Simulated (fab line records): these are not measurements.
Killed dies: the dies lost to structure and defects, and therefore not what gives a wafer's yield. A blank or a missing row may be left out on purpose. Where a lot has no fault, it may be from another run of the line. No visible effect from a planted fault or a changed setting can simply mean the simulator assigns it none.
A struck lot beside a sound one :: flow sfq line :: 14 out of 325 route steps
Sound: wafers L778.1, L778.4, L778.5. Struck: wafer L789.4 (left out: L789.6, a lot-mate that was not struck); the cause follows at the end.
Each step with rows lists, per side, the tool, then ch with its chambers, then its first start. Under that, the readings that differ: sound wafers :: struck wafers :: difference of the means :: sigmas: that difference in standard deviations of wafers without a fault.
alike: same words and numbers on both sides, and readings whose means sit less than 2 such deviations apart. not compared: any withheld reading, any reading some wafer has no value for, any bound like >300 that may hide the same value, and any number with overlapping values for which the record gives no deviation.
A row with sigmas, a row that says differs or no value, or rows on one side alone: a step with any of these is where the two part. Numbers that don't overlap but have no deviation are shown without sigmas and don't part them. A reading missing from all wafers of one side parts the sides only when that side holds two or more wafers.

SFQ_TRILAYER_I7_VIA_BARC_OPEN_VIA_ETCH_260: etches BARC in O2, target depth 125 nm, time 41.7 s.
  sound on rie diel-03 ch 0,3, day 70 02:41; struck on rie diel-04 ch 2, day 80 03:32
  alike: drypump motor current A, oes product au
  not compared: rf hours counter h
SFQ_TRILAYER_I7_VIA_ETCH_VIA_ETCH_190: etches SiO2 in CHF3, stops on Nb, target depth 260 nm.
  sound on rie diel-03 ch 0,3, day 70 02:43; struck on rie diel-04 ch 2, day 80 03:35
  alike: drypump motor current A, oes product au
SFQ_TRILAYER_I7_VIA_STRIP_STRIP_191: strips in O2.
  sound on rie metal-03 ch 0,1, day 70 02:50; struck on rie metal-02 ch 0, day 80 03:54
  alike: drypump motor current A, oes product au
  not compared: rf hours counter h
then, 8 steps without rows for these wafers: SFQ_TRILAYER_I7_VIA_STRIP_SOLV_CLEAN_192 (cleans in NMP, time 600 s); SFQ_TRILAYER_M8_LITHO_LOR_COAT_197; SFQ_TRILAYER_M8_LITHO_LOR_BAKE_198; SFQ_TRILAYER_M8_LITHO_COAT_193 (resist thk 600 nm); SFQ_TRILAYER_M8_LITHO_SOFTBAKE_199; SFQ_TRILAYER_M8_LITHO_EXPOSE_194 (exposes mask M8, target cd 2000 nm); SFQ_TRILAYER_M8_LITHO_PEB_196 (peb time 60 s); SFQ_TRILAYER_M8_LITHO_DEVELOP_195 (img clear 15 s, time 55 s).
SFQ_M8_OVL_MEAS_948:
  sound: overlay-01 at day 70 06:29; struck: overlay-02 at day 80 09:28
reading: M8_OVL (nm)
sound: 6 2 8
struck: -10
difference: -15
sigmas: -3
SFQ_TRILAYER_M8_DEP_EVAP_197: material Ti, target thk 20 nm, time 100 s.
  sound: pvd sputter-02 at day 70 06:31; struck: pvd sputter-01 at day 80 09:28
reading: model.Ti_of_TRILAYER_M8_DEP_EVAP_197.thk nm (nm)
sound: 19.73 19.77 19.57
struck: 23.12
difference: +3.43
sigmas: 
then, 1 step without rows for these wafers: SFQ_TRILAYER_M8_DEP_EVAP_198 (material Pt, target thk 50 nm, time 250 s).

== WHERE THEY PART ==
Only at SFQ_M8_OVL_MEAS_948, as far as this record shows.

WHY: what the simulator had put in
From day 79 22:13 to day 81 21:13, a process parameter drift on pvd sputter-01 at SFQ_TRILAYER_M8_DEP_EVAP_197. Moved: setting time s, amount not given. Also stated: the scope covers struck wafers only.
